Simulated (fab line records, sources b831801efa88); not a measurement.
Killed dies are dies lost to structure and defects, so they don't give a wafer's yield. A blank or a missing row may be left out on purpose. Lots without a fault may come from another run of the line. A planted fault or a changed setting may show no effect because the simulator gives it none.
Split-lot experiment | flow sfq_line | 5 lots, 27 wafers read, on a route of 325 steps

THE SPLIT
At SFQ_TRILAYER_I3_DEP_PECVD_081 (deposits SiO2 from SiH4/N2O, time 111.11 s, target thk 500 nm), the setting time_s was moved away from the recipe's 111.11 s on 6 of the 27 wafers read, by +19.1% to +57.2%. The other wafers ran this setting at the recipe's value.

The reading is taken at the split's own step.

THE READING
SiO2_of_TRILAYER_I3_DEP_PECVD_081.thk_nm (the simulator's own value, which no gauge read), in nm, at SFQ_TRILAYER_I3_DEP_PECVD_081 (deposits SiO2 from SiH4/N2O, time 111.11 s, target thk 500 nm). The file gives no usual value for it. The 21 wafers here that ran the recipe average 502.9 nm, standard deviation 7.1 nm.

wafer  | tool, chamber at the split | time_s as run, s | against the recipe | SiO2_of_TRILAYER_I3_DEP_PECVD_081.thk_nm, nm | against lot-mates on the recipe
L074.1 | pecvd-04, 1                | 111.11           | recipe             | 497.7                                        | -
L074.2 | pecvd-04, 0                | 132.3            | +19.1%             | 591                                          | +92.5
L074.3 | pecvd-04, 2                | 132.3            | +19.1%             | 580.6                                        | +82.1
L074.4 | pecvd-04, 2                | 111.11           | recipe             | 494.7                                        | -
L074.5 | pecvd-04, 1                | 111.11           | recipe             | 503.1                                        | -
L074.6 | pecvd-04, 0                | 132.3            | +19.1%             | 599.9                                        | +101.4
L077.1 | pecvd-04, 0                | 111.11           | recipe             | 496.8                                        | -
L077.3 | pecvd-04, 1                | 111.11           | recipe             | 506.1                                        | -
L077.4 | pecvd-04, 0                | 111.11           | recipe             | 499.9                                        | -
L080.1 | pecvd-04, 2                | 174.7            | +57.2%             | 781.7                                        | +276.2
L080.2 | pecvd-04, 0                | 111.11           | recipe             | 497.6                                        | -
L080.3 | pecvd-04, 1                | 174.7            | +57.2%             | 783.3                                        | +277.8
L080.4 | pecvd-04, 1                | 111.11           | recipe             | 513.2                                        | -
L080.5 | pecvd-04, 2                | 111.11           | recipe             | 505.6                                        | -
L080.6 | pecvd-04, 0                | 174.7            | +57.2%             | 791.9                                        | +286.4
L081.1 | pecvd-02, 1                | 111.11           | recipe             | 505.6                                        | -
L081.2 | pecvd-02, 2                | 111.11           | recipe             | 506.2                                        | -
L081.3 | pecvd-02, 0                | 111.11           | recipe             | 508.5                                        | -
L081.4 | pecvd-02, 1                | 111.11           | recipe             | 514.5                                        | -
L081.5 | pecvd-02, 2                | 111.11           | recipe             | 508.7                                        | -
L081.6 | pecvd-02, 0                | 111.11           | recipe             | 514.3                                        | -
L085.1 | pecvd-04, 0                | 111.11           | recipe             | 490.1                                        | -
L085.2 | pecvd-04, 1                | 111.11           | recipe             | 494.8                                        | -
L085.3 | pecvd-04, 2                | 111.11           | recipe             | 495.5                                        | -
L085.4 | pecvd-04, 1                | 111.11           | recipe             | 512.3                                        | -
L085.5 | pecvd-04, 0                | 111.11           | recipe             | 498.8                                        | -
L085.6 | pecvd-04, 2                | 111.11           | recipe             | 497.1                                        | -

THE FIT
A straight line over all 27 wafers: SiO2_of_TRILAYER_I3_DEP_PECVD_081.thk_nm changes by +4.92 nm for each +1% of time_s; r = +1.00; the points scatter about the line by 7.5 nm.
The same after taking each lot's own level away (the mean of its wafers on the recipe; 27 wafers): +4.89 nm for each +1%; r = +1.00; scatter 5.7 nm.
On that fit, the largest move of time_s shifts the reading by 2.8e+02 nm.
The lots' own levels span 498.10 to 509.63 nm, that is 1.6 times the standard deviation above.
So the lot-to-lot level changes the slope little: the two slopes agree.
Check: with one of the wafers moved furthest among these (+57.2%) left out of the fit, the line predicts +281 nm for it against its lot-mates. It came out at +276 nm against them.

OTHER SPLITS ON THESE WAFERS
These wafers also went through other splits before the reading. Each is held against what the fit with the lots' levels taken away leaves over:
other split on the same wafers                  | wafers away from the commonest value | r with SiO2_of_TRILAYER_I3_DEP_PECVD_081.thk_nm (lot level and that fit taken away)
SFQ_TRILAYER_L0_BARC_OPEN_METAL_ETCH_010 time_s | 12                                   | +0.27
SFQ_TRILAYER_M0_DEP_SPUTTER_019 time_s          | 12                                   | +0.29
SFQ_TRILAYER_I1_DEP_PECVD_045 time_s            | 9                                    | +0.02
SFQ_TRILAYER_M2_BARC_OPEN_METAL_ETCH_077 time_s | 9                                    | +0.17

THE WHOLE CHAIN: every reading that the file lists as answering this split, in the file's order
step                          | what it does                                                  | reading                                                                                   | change (the file's fit)              | r (the file's)
SFQ_TRILAYER_I3_DEP_PECVD_081 | deposits SiO2 from SiH4/N2O, time 111.11 s, target thk 500 nm | SiO2_of_TRILAYER_I3_DEP_PECVD_081.thk_nm (the simulator's own value, which no gauge read) | +4.89 nm for each +1% of the setting | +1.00
SFQ_TRILAYER_I3_CMP_CMP_082   | polishes SiO2                                                 | time_to_endpoint_s                                                                        | withheld for each +1% of the setting | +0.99

THE FILE'S OWN FIT
SiO2_of_TRILAYER_I3_DEP_PECVD_081.thk_nm changes by +4.89 nm for each +1% of time_s, r = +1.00.
